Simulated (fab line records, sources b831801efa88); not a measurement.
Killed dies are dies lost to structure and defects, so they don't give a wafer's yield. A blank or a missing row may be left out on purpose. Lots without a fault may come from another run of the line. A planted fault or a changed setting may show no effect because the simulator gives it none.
fab line records | flow gf180mcu | part 1 of 2: steps 1 to 33 of 47
record lots=5 wafers=15 last_day=34
route steps=602 shown VT_IMPLANT@111 MVSD@136 NWELL@137 LVPWELL@138 MVPSD@139 DUAL_GATE@141 POLY_GATE@157
lots that met no fault: from a run of the same line without faults
start_h: hours from the record's first day to the start of the lot's first wafer shown | wait_h: hours since the lot's step before | " the same as in the row above | L1.1+2: a row that stands for several wafers | - no value, or no start given | * or withheld: withheld | < > ~ a bound
route shown NAME@n: a module of which the file shows steps, and the number in the route of the first | usual: mean/standard deviation of fault-free wafers | same: alike in all rows | chamber/n: place in a boat | sites: the reading at each site | _std_site: their standard deviation | _edge_site: outer sites' mean less inner sites' | radius_mm: how far each site lies from the wafer's centre | mask NAME#n: copy n | behind: the tool/chamber that last shaped the wafer | hold: why the lot was held/for how many hours/how that ended | device: the transistor (n, p or np) that didn't switch | end of line: the same wafers' tests at the end of the route | a step without rows: its recipe alone | killed: dies lost to structure and defects at the first sort, not the wafer's yield | map: a wafer's dies, x killed, . not, _ none there
set.NAME: the setting as run; set.NAME@STEP: as run at that earlier step | model.NAME: the simulator's own value behind a step, which no gauge read
lots at some steps of the route; a table a step, a row a wafer
services: from which hour (start_h, from the record's first day; less than 0 if before it) a tool's chamber was out of use, for how many hours, and why
## steps
# step GF_VT_IMPLANT_TW_MEAS_21
# usual VT_IMPLANT_2_TW=1215/12
# columns lot.wafer tool chamber start_h wait_h VT_IMPLANT_2_TW
L076.1 film_metro-03 - 145.08 0.1 1232
L076.3 " - " " 1235
L076.4 " - " " 1231
L077.2 film_metro-01 - 151.74 0.1 1210
L077.3 " - " " 1210
L077.6 " - " " 1214
L084.2 film_metro-04 - 194.37 0.1 1202
L084.5 " - " " 1198
L084.6 " - " " 1196
L090.1 film_metro-03 - 231.83 0.1 1228
L090.2 " - " " 1225
L090.6 " - " " 1222
L094.2 film_metro-04 - 254.99 0.1 1207
L094.3 " - " " 1201
L094.6 " - " " 1205
# step GF_VT_IMPLANT_DEHYDRATE_22
# recipe temp_c=200 time_s=60
# columns lot.wafer tool chamber start_h wait_h
L076.1+3+4 litho_track-02 0 153.08 8.0
L077.2+3+6 litho_track-02 0 159.20 7.5
L084.2+5+6 litho_track-02 0 202.50 8.1
L090.1+2+6 litho_track-02 0 240.12 8.3
L094.2+3+6 litho_track-01 0 263.37 8.4
# step GF_VT_IMPLANT_HMDS_23
# recipe prime_time_s=60 prime_temp_c=120
# columns lot.wafer tool chamber start_h wait_h
L076.1+3+4 litho_track-02 0 153.23 0.1
L077.2+3+6 litho_track-02 0 159.35 0.1
L084.2+5+6 litho_track-02 0 202.65 0.1
L090.1+2+6 litho_track-02 0 240.27 0.1
L094.2+3+6 litho_track-01 0 263.52 0.1
# step GF_VT_IMPLANT_COAT_24
# recipe resist=NOVOLAK spin_rpm=3000 resist_thk_nm=1000
# columns lot.wafer tool chamber start_h wait_h
L076.1+3+4 litho_track-02 0 153.38 0.1
L077.2+3+6 litho_track-02 0 159.50 0.1
L084.2+5+6 litho_track-02 0 202.80 0.1
L090.1+2+6 litho_track-02 0 240.42 0.1
L094.2+3+6 litho_track-01 0 263.67 0.1
# step GF_VT_IMPLANT_SOFTBAKE_25
# recipe temp_c=90 time_s=61.17 resist=NOVOLAK
# usual plate_sensor_t_centre_C=90.755/0.0091 plate_sensor_t_edge_C=90.830/0.0097
# columns lot.wafer tool chamber start_h wait_h plate_sensor_t_centre_C plate_sensor_t_edge_C
L076.1 litho_track-02 0 153.53 0.1 90.744 90.820
L076.3 " 0 " " 90.771 90.836
L076.4 " 0 " " 90.768 90.827
L077.2 litho_track-02 0 159.65 0.1 90.763 90.820
L077.3 " 0 " " 90.76 90.831
L077.6 " 0 " " 90.751 90.828
L084.2 litho_track-02 0 202.95 0.1 90.746 90.818
L084.5 " 0 " " 90.748 90.849
L084.6 " 0 " " 90.743 90.837
L090.1 litho_track-02 0 240.57 0.1 90.755 90.836
L090.2 " 0 " " 90.747 90.822
L090.6 " 0 " " 90.755 90.842
L094.2 litho_track-01 0 263.82 0.1 90.748 90.806
L094.3 " 0 " " 90.77 90.827
L094.6 " 0 " " 90.755 90.816
# step GF_VT_IMPLANT_EXPOSE_26
# recipe mask_id=LVPWELL_HV_AREA target_cd_nm=860 na=0.6 source_shape=conventional sigma_outer=0.6 dose_mj=140
# columns lot.wafer tool chamber start_h wait_h mask
L076.1+3+4 iline_stepper-02 0 - - LVPWELL_HV_AREA#0
L077.2+3+6 iline_stepper-02 0 - - LVPWELL_HV_AREA#0
L084.2+5+6 iline_stepper-01 0 - - LVPWELL_HV_AREA#0
L090.1+2+6 iline_stepper-01 0 - - LVPWELL_HV_AREA#0
L094.2+3+6 iline_stepper-01 0 - - LVPWELL_HV_AREA#0
# step GF_VT_IMPLANT_PEB_27
# recipe temp_c=withheld time_s=* resist=NOVOLAK
# columns lot.wafer tool chamber start_h wait_h
L076.1+3+4 litho_track-02 0 - -
L077.2+3+6 litho_track-04 0 - -
L084.2+5+6 litho_track-04 0 - -
L090.1+2+6 litho_track-02 0 - -
L094.2+3+6 litho_track-02 0 - -
# step GF_VT_IMPLANT_DEVELOP_28
# recipe develop_time_s=60 dev_temp_c=23
# columns lot.wafer tool chamber start_h wait_h
L076.1+3+4 litho_track-02 0 161.48 0.1
L077.2+3+6 litho_track-04 0 167.56 0.1
L084.2+5+6 litho_track-04 0 211.61 0.1
L090.1+2+6 litho_track-02 0 250.22 0.1
L094.2+3+6 litho_track-02 0 274.30 0.1
# step GF_VT_IMPLANT_OVL_MEAS_29
# usual VT_IMPLANT_02_OVL=0.2/1.3
# columns lot.wafer tool chamber start_h wait_h VT_IMPLANT_02_OVL[nm]
L076.1 overlay-02 - 161.63 0.1 0.8
L076.3 " - " " -0.1
L076.4 " - " " -1.3
L077.2 overlay-02 - 167.69 0.1 0.2
L077.3 " - " " -1.6
L077.6 " - " " 0.2
L084.2 overlay-01 - 211.74 0.1 1.3
L084.5 " - " " -0.9
L084.6 " - " " 0.8
L090.1 overlay-02 - 250.37 0.1 0.5
L090.2 " - " " 1.7
L090.6 " - " " 1.6
L094.2 overlay-01 - 274.43 0.1 -0.7
L094.3 " - " " -1.7
L094.6 " - " " 0.6
# step GF_VT_IMPLANT_IMPLANT_30
# recipe species=B energy_kev=25 dose_cm2=2.534e+12 tilt_deg=7
# columns lot.wafer tool chamber start_h wait_h
L076.1+3+4 implanter-03 0 161.66 0.0
L077.2+3+6 implanter-02 0 167.75 0.0
L084.2+5+6 implanter-03 0 211.80 0.0
L090.1+2+6 implanter-01 0 250.41 0.0
L094.2+3+6 implanter-03 0 274.48 0.0
# step GF_VT_IMPLANT_STRIP_31
# recipe chemistry=O2/N2 power_w=1400 pressure_mtorr=1500 platen_temp_c=250 o2_flow_sccm=3000 n2_flow_sccm=300 overash_fraction=0.5
# usual drypump_motor_current_A=5.9/0.37 heater_power_w=320/24 oes_product_au=0.716/0.005 strip_time_to_endpoint_s=12.644/0.029
# columns lot.wafer tool chamber start_h wait_h drypump_motor_current_A heater_power_w oes_product_au rf_hours_counter_h strip_time_to_endpoint_s
L076.1 plasma_asher-04 0 161.81 0.1 5.8 324 0.716 48 12.642
L076.3 " 1 " " 5.9 336 0.709 - 12.626
L076.4 " 0 " " 5.8 328 0.722 - 12.614
L077.2 plasma_asher-04 1 167.87 0.1 5.9 340 0.718 49 12.701
L077.3 " 0 " " 5.8 329 0.720 - 12.633
L077.6 " 1 " " 5.9 337 0.718 - 12.653
L084.2 plasma_asher-02 0 211.92 0.1 6.5 312 0.716 56 12.658
L084.5 " 0 " " 6.5 307 0.705 - 12.652
L084.6 " 1 " " 5.7 348 0.713 - 12.634
L090.1 plasma_asher-02 1 250.56 0.1 5.7 361 0.720 60 12.637
L090.2 " 0 " " 6.5 305 0.715 60 12.674
L090.6 " 0 " " 6.5 309 0.719 - 12.670
L094.2 plasma_asher-02 0 274.61 0.1 6.5 310 0.721 62 12.630
L094.3 " 0 " " 6.5 305 0.710 - 12.682
L094.6 " 0 " " 6.5 312 0.721 - 12.693
# step GF_VT_IMPLANT_TW_MEAS_32
# usual VT_IMPLANT_3_TW=267/3
# columns lot.wafer tool chamber start_h wait_h VT_IMPLANT_3_TW
L076.1 film_metro-03 - 161.91 0.1 269
L076.3 " - " " 270
L076.4 " - " " 269
L077.2 film_metro-04 - 167.98 0.1 262
L077.3 " - " " 263
L077.6 " - " " 262
L084.2 film_metro-03 - 212.03 0.1 273
L084.5 " - " " 271
L084.6 " - " " 272
L090.1 film_metro-01 - 250.66 0.1 266
L090.2 " - " " 266
L090.6 " - " " 266
L094.2 film_metro-01 - 274.72 0.1 266
L094.3 " - " " 267
L094.6 " - " " 267
# step GF_VT_IMPLANT_DEHYDRATE_33
# recipe temp_c=200 time_s=60
# columns lot.wafer tool chamber start_h wait_h
L076.1+3+4 litho_track-04 0 169.84 7.9
L077.2+3+6 litho_track-02 0 175.95 8.0
L084.2+5+6 litho_track-04 0 220.01 8.0
L090.1+2+6 litho_track-04 0 259.13 8.5
L094.2+3+6 litho_track-02 0 283.35 8.6
# step GF_VT_IMPLANT_HMDS_34
# recipe prime_time_s=60 prime_temp_c=120
# columns lot.wafer tool chamber start_h wait_h
L076.1+3+4 litho_track-04 0 169.99 0.1
L077.2+3+6 litho_track-02 0 176.10 0.1
L084.2+5+6 litho_track-04 0 220.16 0.1
L090.1+2+6 litho_track-04 0 259.28 0.1
L094.2+3+6 litho_track-02 0 283.50 0.1
# step GF_VT_IMPLANT_COAT_35
# recipe resist=NOVOLAK spin_rpm=3000 resist_thk_nm=1000
# columns lot.wafer tool chamber start_h wait_h
L076.1+3+4 litho_track-04 0 170.14 0.1
L077.2+3+6 litho_track-02 0 176.25 0.1
L084.2+5+6 litho_track-04 0 220.31 0.1
L090.1+2+6 litho_track-04 0 259.43 0.1
L094.2+3+6 litho_track-02 0 283.65 0.1
# step GF_VT_IMPLANT_SOFTBAKE_36
# recipe temp_c=90 time_s=60 resist=NOVOLAK
# columns lot.wafer tool chamber start_h wait_h
L076.1+3+4 litho_track-04 0 170.29 0.1
L077.2+3+6 litho_track-02 0 176.40 0.1
L084.2+5+6 litho_track-04 0 220.46 0.1
L090.1+2+6 litho_track-04 0 259.58 0.1
L094.2+3+6 litho_track-02 0 283.80 0.1
# step GF_VT_IMPLANT_EXPOSE_37
# recipe mask_id=Nwell_HV_AREA target_cd_nm=860 na=0.6 source_shape=conventional sigma_outer=0.6 dose_mj=140
# columns lot.wafer tool chamber start_h wait_h mask
L076.1+3+4 iline_stepper-02 0 - - Nwell_HV_AREA#0
L077.2+3+6 iline_stepper-01 0 - - Nwell_HV_AREA#0
L084.2+5+6 iline_stepper-01 0 - - Nwell_HV_AREA#0
L090.1+2+6 iline_stepper-01 0 - - Nwell_HV_AREA#0
L094.2+3+6 iline_stepper-01 0 - - Nwell_HV_AREA#0
# step GF_VT_IMPLANT_PEB_38
# recipe temp_c=withheld time_s=* resist=NOVOLAK
# columns lot.wafer tool chamber start_h wait_h
L076.1+3+4 litho_track-04 0 - -
L077.2+3+6 litho_track-01 0 - -
L084.2+5+6 litho_track-01 0 - -
L090.1+2+6 litho_track-02 0 - -
L094.2+3+6 litho_track-02 0 - -
# step GF_VT_IMPLANT_DEVELOP_39
# recipe develop_time_s=60 dev_temp_c=23
# columns lot.wafer tool chamber start_h wait_h
L076.1+3+4 litho_track-04 0 178.34 0.1
L077.2+3+6 litho_track-01 0 184.47 0.1
L084.2+5+6 litho_track-01 0 230.02 0.1
L090.1+2+6 litho_track-02 0 268.47 0.1
L094.2+3+6 litho_track-02 0 294.00 0.1
# step GF_VT_IMPLANT_OVL_MEAS_40
# usual VT_IMPLANT_03_OVL=0.6/1.3
# columns lot.wafer tool chamber start_h wait_h VT_IMPLANT_03_OVL[nm]
L076.1 overlay-02 - 178.49 0.1 0.1
L076.3 " - " " -1.1
L076.4 " - " " -0.8
L077.2 overlay-01 - 184.60 0.1 2.5
L077.3 " - " " 1.0
L077.6 " - " " 1.7
L084.2 overlay-01 - 230.15 0.1 -1.4
L084.5 " - " " -1.4
L084.6 " - " " -1.5
L090.1 overlay-02 - 268.62 0.1 2.7
L090.2 " - " " 1.6
L090.6 " - " " 0.7
L094.2 overlay-01 - 294.13 0.1 1.2
L094.3 " - " " 1.3
L094.6 " - " " 0.6
# step GF_VT_IMPLANT_IMPLANT_41
# recipe species=As energy_kev=70 dose_cm2=1.013e+12 tilt_deg=7
# columns lot.wafer tool chamber start_h wait_h
L076.1+3+4 implanter-02 0 178.52 0.0
L077.2+3+6 implanter-02 0 184.65 0.0
L084.2+5+6 implanter-01 0 230.20 0.0
L090.1+2+6 implanter-01 0 268.66 0.0
L094.2+3+6 implanter-03 0 294.18 0.0
# step GF_VT_IMPLANT_STRIP_42
# recipe chemistry=O2/N2 power_w=1400 pressure_mtorr=1500 platen_temp_c=250 o2_flow_sccm=3000 n2_flow_sccm=300 overash_fraction=0.5
# usual drypump_motor_current_A=5.9/0.36 heater_power_w=320/24 oes_product_au=0.715/0.0043 strip_time_to_endpoint_s=12.65/0.039
# columns lot.wafer tool chamber start_h wait_h drypump_motor_current_A heater_power_w oes_product_au rf_hours_counter_h strip_time_to_endpoint_s
L076.1 plasma_asher-01 0 178.67 0.1 5.9 264 0.725 40 12.67
L076.3 " 1 " " 5.4 307 0.718 - 12.65
L076.4 " 0 " " 5.9 267 0.723 - 12.67
L077.2 plasma_asher-01 1 184.78 0.1 5.4 302 0.716 41 12.62
L077.3 " 0 " " 5.9 268 0.715 - 12.65
L077.6 " 0 " " 5.9 271 0.723 - 12.63
L084.2 plasma_asher-02 0 230.33 0.1 6.5 314 0.715 58 12.63
L084.5 " 1 " " 5.7 345 0.716 - 12.61
L084.6 " 0 " " 6.5 317 0.715 - 12.62
L090.1 plasma_asher-01 1 268.81 0.1 5.4 300 0.717 48 12.71
L090.2 " 0 " " 5.9 274 0.718 48 12.71
L090.6 " 1 " " 5.4 297 0.718 - 12.72
L094.2 plasma_asher-04 1 294.31 0.1 5.9 351 0.714 63 12.58
L094.3 " 1 " " 5.9 332 0.711 - 12.59
L094.6 " 0 " " 5.8 333 0.716 - 12.59
# step GF_VT_IMPLANT_TW_MEAS_43
# usual VT_IMPLANT_4_TW=688/8.2
# columns lot.wafer tool chamber start_h wait_h VT_IMPLANT_4_TW
L076.1 film_metro-03 - 178.77 0.1 693
L076.3 " - " " 698
L076.4 " - " " 690
L077.2 film_metro-04 - 184.89 0.1 676
L077.3 " - " " 673
L077.6 " - " " 679
L084.2 film_metro-03 - 230.44 0.1 696
L084.5 " - " " 695
L084.6 " - " " 693
L090.1 film_metro-03 - 268.91 0.1 693
L090.2 " - " " 694
L090.6 " - " " 697
L094.2 film_metro-03 - 294.42 0.1 689
L094.3 " - " " 694
L094.6 " - " " 693
# step GF_VT_IMPLANT_CLEAN_44
# recipe chemistry=SC1/SC2 mix=1:4:20 temp_c=70 time_s=150 dry=n2_spin
# columns lot.wafer tool chamber start_h wait_h
L076.1+3+4 wet_bench-04 1 178.83 0.1
L077.2+3+6 wet_bench-02 3 184.94 0.0
L084.2+5+6 wet_bench-03 0 230.49 0.0
L090.1+2+6 wet_bench-02 3 268.97 0.1
L094.2+3+6 wet_bench-04 3 294.47 0.0
# step GF_VT_IMPLANT_RTA_45
# recipe temp_c=1050 time_s=30 ambient=N2
# usual lamp_power_pct=35.3/1.8 wafer_temp_C_max=1053.5/0.82
# columns lot.wafer tool chamber start_h wait_h lamp_power_pct wafer_temp_C_max
L076.1 rtp_anneal-02 0 178.88 0.0 36.9 1052.4
L076.3 " 0 " " 36.9 1053.5
L076.4 " 0 " " 36.9 1051.5
L077.2 rtp_anneal-02 0 185.01 0.0 36.9 1053.0
L077.3 " 0 " " 36.9 1053.5
L077.6 " 0 " " 36.9 1052.6
L084.2 rtp_anneal-02 0 230.56 0.0 36.8 1053.8
L084.5 " 0 " " 36.8 1053.0
L084.6 " 0 " " 36.9 1053.0
L090.1 rtp_anneal-02 0 269.02 0.0 36.9 1053.9
L090.2 " 0 " " 36.9 1054.0
L090.6 " 0 " " 36.9 1053.6
L094.2 rtp_anneal-01 0 294.54 0.0 33.2 1054.3
L094.3 " 0 " " 33.1 1053.1
L094.6 " 0 " " 33.2 1055.0
# step GF_VT_IMPLANT_RS_MEAS_46
# recipe thk_meas_gauge=four-point-probe
# usual MVSD_RS=457.1/1
# columns lot.wafer tool chamber start_h wait_h MVSD_RS[ohm/sq]
L076.1 film_metro-01 - 178.98 0.1 457.1
L076.3 " - " " 456.7
L076.4 " - " " 456.1
L077.2 film_metro-04 - 185.11 0.1 455.5
L077.3 " - " " 458.0
L077.6 " - " " 456.0
L084.2 film_metro-01 - 230.66 0.1 456.2
L084.5 " - " " 455.5
L084.6 " - " " 456.6
L090.1 film_metro-04 - 269.12 0.1 458.5
L090.2 " - " " 457.8
L090.6 " - " " 457.1
L094.2 film_metro-01 - 294.64 0.1 455.6
L094.3 " - " " 456.0
L094.6 " - " " 455.3
# step GF_VT_IMPLANT_RS_MEAS_47
# recipe thk_meas_gauge=four-point-probe
# usual NWELL_RS=488.2/1.1
# columns lot.wafer tool chamber start_h wait_h NWELL_RS[ohm/sq]
L076.1 film_metro-01 - 179.10 0.1 489.1
L076.3 " - " " 488.7
L076.4 " - " " 487.2
L077.2 film_metro-04 - 185.23 0.1 491.0
L077.3 " - " " 488.9
L077.6 " - " " 488.3
L084.2 film_metro-01 - 230.78 0.1 488.3
L084.5 " - " " 488.4
L084.6 " - " " 489.6
L090.1 film_metro-04 - 269.24 0.1 490.6
L090.2 " - " " 488.6
L090.6 " - " " 489.4
L094.2 film_metro-01 - 294.76 0.1 486.5
L094.3 " - " " 487.4
L094.6 " - " " 487.8
# step GF_VT_IMPLANT_RS_MEAS_48
# recipe thk_meas_gauge=four-point-probe
# usual LVPWELL_RS=1197.5/3
# columns lot.wafer tool chamber start_h wait_h LVPWELL_RS[ohm/sq]
L076.1 film_metro-01 - 179.22 0.1 1204.3
L076.3 " - " " 1198.8
L076.4 " - " " 1199.9
L077.2 film_metro-04 - 185.35 0.1 1198.5
L077.3 " - " " 1195.9
L077.6 " - " " 1198.0
L084.2 film_metro-01 - 230.90 0.1 1199.3
L084.5 " - " " 1195.1
L084.6 " - " " 1197.7
L090.1 film_metro-04 - 269.36 0.1 1196.5
L090.2 " - " " 1204.3
L090.6 " - " " 1195.8
L094.2 film_metro-01 - 294.88 0.1 1195.2
L094.3 " - " " 1196.7
L094.6 " - " " 1198.2
# step GF_VT_IMPLANT_RS_MEAS_49
# recipe thk_meas_gauge=four-point-probe
# usual MVPSD_RS=1170/4.1
# columns lot.wafer tool chamber start_h wait_h MVPSD_RS[ohm/sq]
L076.1 film_metro-01 - 179.34 0.1 1170
L076.3 " - " " 1170
L076.4 " - " " 1169
L077.2 film_metro-04 - 185.47 0.1 1175
L077.3 " - " " 1173
L077.6 " - " " 1176
L084.2 film_metro-01 - 231.02 0.1 1167
L084.5 " - " " 1166
L084.6 " - " " 1167
L090.1 film_metro-04 - 269.48 0.1 1169
L090.2 " - " " 1170
L090.6 " - " " 1169
L094.2 film_metro-01 - 295.00 0.1 1168
L094.3 " - " " 1163
L094.6 " - " " 1163
# step GF_VT_IMPLANT_WET_ETCH_50
# recipe chemistry=dHF target_depth_nm=20 target=SiO2 temp_c=25 dilution=100:1 time_s=400
# columns lot.wafer tool chamber start_h wait_h
L076.1+3+4 wet_bench-04 0 179.46 0.1
L077.2+3+6 wet_bench-04 2 185.57 0.1
L084.2+5+6 wet_bench-04 1 231.12 0.1
L090.1+2+6 wet_bench-04 2 269.60 0.1
L094.2+3+6 wet_bench-02 1 295.10 0.1
# step GF_DUAL_GATE_CLEAN_00
# recipe chemistry=SC1/SC2 mix=1:4:20 temp_c=70 time_s=150
# columns lot.wafer tool chamber start_h wait_h
L076.1+3+4 wet_bench-03 1 179.58 0.0
L077.2+3+6 wet_bench-03 1 185.69 0.0
L084.2+5+6 wet_bench-02 3 231.24 0.0
L090.1+2+6 wet_bench-02 0 269.72 0.0
L094.2+3+6 wet_bench-03 2 295.23 0.0
# step GF_DUAL_GATE_CLEAN_01
# recipe chemistry=dHF time_s=20 dilution=100:1 dry=ipa_marangoni
# columns lot.wafer tool chamber start_h wait_h
L076.1+3+4 wet_bench-04 3 179.63 0.0
L077.2+3+6 wet_bench-02 2 185.74 0.0
L084.2+5+6 wet_bench-03 2 231.29 0.0
L090.1+2+6 wet_bench-04 2 269.77 0.0
L094.2+3+6 wet_bench-02 1 295.28 0.0
# step GF_DUAL_GATE_OXIDATION_02
# recipe temp_c=900 ambient=O2 stabilise_s=600 purge_s=300 target_thk_a=108.87 ox_time_s=1523
# usual ox_temp_c_max=904.7/1.1
# same purge_s=300
# columns lot.wafer tool chamber start_h wait_h ox_temp_c_max
L076.1 furnace-01 0 180.17 0.5 906.3
L076.3 " 0 " " 905.9
L076.4 " 0 " " 903.9
L077.2 furnace-02 0 187.87 2.1 904.9
L077.3 " 0 " " 904.3
L077.6 " 0 " " 903.6
L084.2 furnace-01 0 232.30 1.0 905.7
L084.5 " 0 " " 905.5
L084.6 " 0 " " 907.4
L090.1 furnace-01 0 269.78 0.0 907.5
L090.2 " 0 " " 905.9
L090.6 " 0 " " 905.6
L094.2 furnace-01 0 297.28 2.0 905.2
L094.3 " 0 " " 903.5
L094.6 " 0 " " 905.6
